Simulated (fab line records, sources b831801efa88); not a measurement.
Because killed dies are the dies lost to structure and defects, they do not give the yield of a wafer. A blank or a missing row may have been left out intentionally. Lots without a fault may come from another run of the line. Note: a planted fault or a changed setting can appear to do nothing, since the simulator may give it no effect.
Matching of chambers | flow gf180mcu | 3 sister chambers for GF_V3_CVD_02 on pecvd-03
The step deposits SiO2 from TEOS, target thk 850 nm, time 94.851 s. 3 wafers are shown with their chamber, then 11 later ones without.

WAFERS WITH THEIR CHAMBER
wafer  | chamber | rf_fwd_power_W (W)
L084.1 | 0       | 593.7
L084.6 | 1       | 594.2
L085.1 | 2       | 595.8

WAFERS WHOSE CHAMBER IS MISSING
wafer  | rf_fwd_power_W (W)
L085.4 | 599.2
L085.6 | 596.8
L087.2 | 595.3
L087.3 | 593.6
L087.4 | 594.3
L093.1 | 593.1
L093.4 | 594.5
L093.5 | 599.0
L096.3 | 592.6
L096.4 | 595.8
L096.6 | 596.3

EACH ONE'S CHAMBER
wafer  | from the rows above          | in truth
L085.4 | can't be placed: 2 or 1 or 0 | 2
L085.6 | can't be placed: 2 or 1 or 0 | 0
L087.2 | can't be placed: 2 or 1 or 0 | 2
L087.3 | can't be placed: 0 or 1 or 2 | 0
L087.4 | can't be placed: 1 or 0 or 2 | 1
L093.1 | can't be placed: 0 or 1 or 2 | 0
L093.4 | can't be placed: 1 or 0 or 2 | 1
L093.5 | can't be placed: 2 or 1 or 0 | 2
L096.3 | can't be placed: 0 or 1 or 2 | 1
L096.4 | can't be placed: 2 or 1 or 0 | 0
L096.6 | can't be placed: 2 or 1 or 0 | 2
Correct placement for 0 of the 11. These rows do not allow placing 11 (true chamber among the candidates in 11). Number placed wrongly: 0.
How it was worked out, from the rows above alone: a wafer's distance from a chamber is the root of the sum, over the readings, of the square of ((its reading less the chamber's mean) divided by the reading's scatter). The wafer belongs to the nearest chamber; if the next one is less than 2 further off, it can't be placed. The mean given for a chamber averages the wafers shown for that chamber. The scatter (one wafer shown for each chamber): square how far every hidden wafer sits from the nearest shown wafer, average those squares and take the square root.
